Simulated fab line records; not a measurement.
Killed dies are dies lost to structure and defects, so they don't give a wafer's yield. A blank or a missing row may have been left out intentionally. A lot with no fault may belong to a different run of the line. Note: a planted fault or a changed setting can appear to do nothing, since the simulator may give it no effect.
Chamber matching	flow gf180mcu	rieDiel-04 running GF_V3_ETCH_16: 4 sister chambers
The step etches BARC in N2/H2. 8 wafers are shown with their chamber, then 7 later ones without.

WAFERS, EACH WITH ITS CHAMBER
wafer	chamber	drypumpMotorCurrentA (A)	throttleValvePct (%)
L441.6	2	6.5	13.206
L442.3	3	6.0	13.225
L442.5	1	6.4	13.217
L451.2	2	6.4	13.210
L451.3	0	6.6	13.229
L451.6	0	6.6	13.234
L452.1	3	6.0	13.218
L452.3	1	6.4	13.226

WAFERS MISSING THEIR CHAMBER
wafer	drypumpMotorCurrentA (A)	throttleValvePct (%)
L452.6	6.5	13.238
L454.1	6.5	13.218
L454.2	6.6	13.229
L454.5	6.4	13.239
L455.3	6.0	13.226
L455.4	6.4	13.248
L455.5	6.0	13.212

WHICH CHAMBER EACH ONE RAN IN
wafer	from the rows above	in truth
L452.6	can't be placed: 0 or 1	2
L454.1	can't be placed: 2 or 1 or 0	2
L454.2	0	0
L454.5	1	1
L455.3	3	3
L455.4	can't be placed: 1 or 0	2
L455.5	3	3
Placed correctly: 4 of 7. Unplaceable from these rows: 3, with the true chamber sitting among the candidates in 1. Wrongly placed: 0.
How it was worked out, from the rows above alone: a wafer's distance from a chamber is the root of the sum, over the readings, of the square of ((its reading less the chamber's mean) divided by the reading's scatter). The wafer belongs to the nearest chamber; if the next one is less than 2 further off, it can't be placed. The mean given for a chamber averages the wafers shown for that chamber. The scatter: take each reading less its chamber's mean, square it, sum over the shown wafers, divide by the number of wafers less the number of chambers, and take the root.
